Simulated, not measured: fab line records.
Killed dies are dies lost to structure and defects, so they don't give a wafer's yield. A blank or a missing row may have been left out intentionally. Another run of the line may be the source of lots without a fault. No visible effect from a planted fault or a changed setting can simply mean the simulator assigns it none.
Problem report in the 8D (eight disciplines) form, filled by code	flow sky130	the parts of the form that need people (team, actions taken, sign-off) are left out

1. THE PROBLEM
developer-temp-C at SKY_LDD_LDN_DEVELOP_06 reads a mean of 23.94 C on 6 wafers of 2 lots; wafers without a fault read 23.01 C with a standard deviation of 0.11. Relative to the usual mean, that is a shift of +8.5 standard deviations.
The step: develop time 60 s.
First observed at day 26 19:25: wafer L178.2, on litho-track-02. The record holds 39 wafers of 13 lots with a number at this step. Rule for "out" (also "out of limits"): further than 4 standard deviations from the usual mean. The other wafers with a number count as sound.

2. WHAT THIS IS AND IS NOT
question	is	is not
which readings at this step	developer-temp-C	-
which lots	L178, L179	L168, L169, L170, L172, L177, L183, L186, L187, L188, L190, L191
which wafers of those lots	all that have a number	-
read on which tools	litho-track-02	litho-track-01, litho-track-04
when	from day 26 19:25	up to then (15 sound wafers); but 18 sound wafers of L183, L186, L187, L188, L190, L191 came after

3. SUSPECTS, AND WHAT RULES EACH OUT
Counting: a tool at a process step up to the reading stays a suspect if it ran every lot that is out and no sound lot after the first of them.
- litho-track-02 at SKY_LDD_LDN_DEVELOP_06 (develop time 60 s): ruled out as a lasting fault. Following L178 (day 26 19:25), the first lot on it that is out, the sound lots L186 were run on it.
Left after counting: nothing in the record.

4. THE CAUSE (what the simulator had put in)
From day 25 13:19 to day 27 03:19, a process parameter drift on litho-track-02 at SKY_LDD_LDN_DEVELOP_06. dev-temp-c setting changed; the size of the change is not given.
Counting ruled it out, wrongly.

5. THE EFFECT CHAIN, in route order
Rows list readings where the struck wafers' mean (over those with a number) sits beyond 3 standard deviations from the usual. Only readings whose record carries a usual standard deviation are examined. hours: median over the lots of the time between each lot's start at the first step of this table that gives one and its start at this step. sigmas: the change, counted in usual standard deviations.
hours	step	reading	usual	on struck wafers	change	sigmas
0	SKY_LDD_LDN_DEVELOP_06	developer-temp-C	23.01 C	23.94	+0.93	+8.5
Process steps it contains:
- SKY_LDD_LDN_DEVELOP_06: develop time 60 s.
At these later measuring or inspecting steps, every struck wafer for which the step has a row has a number for every such reading, and none has moved that far: SKY_VIA1_THK_MEAS_23.

6. WHAT WOULD HAVE CAUGHT IT SOONER
First out-of-limits reading in this record: day 26 19:25, which is 30 hours after fault onset at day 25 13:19.
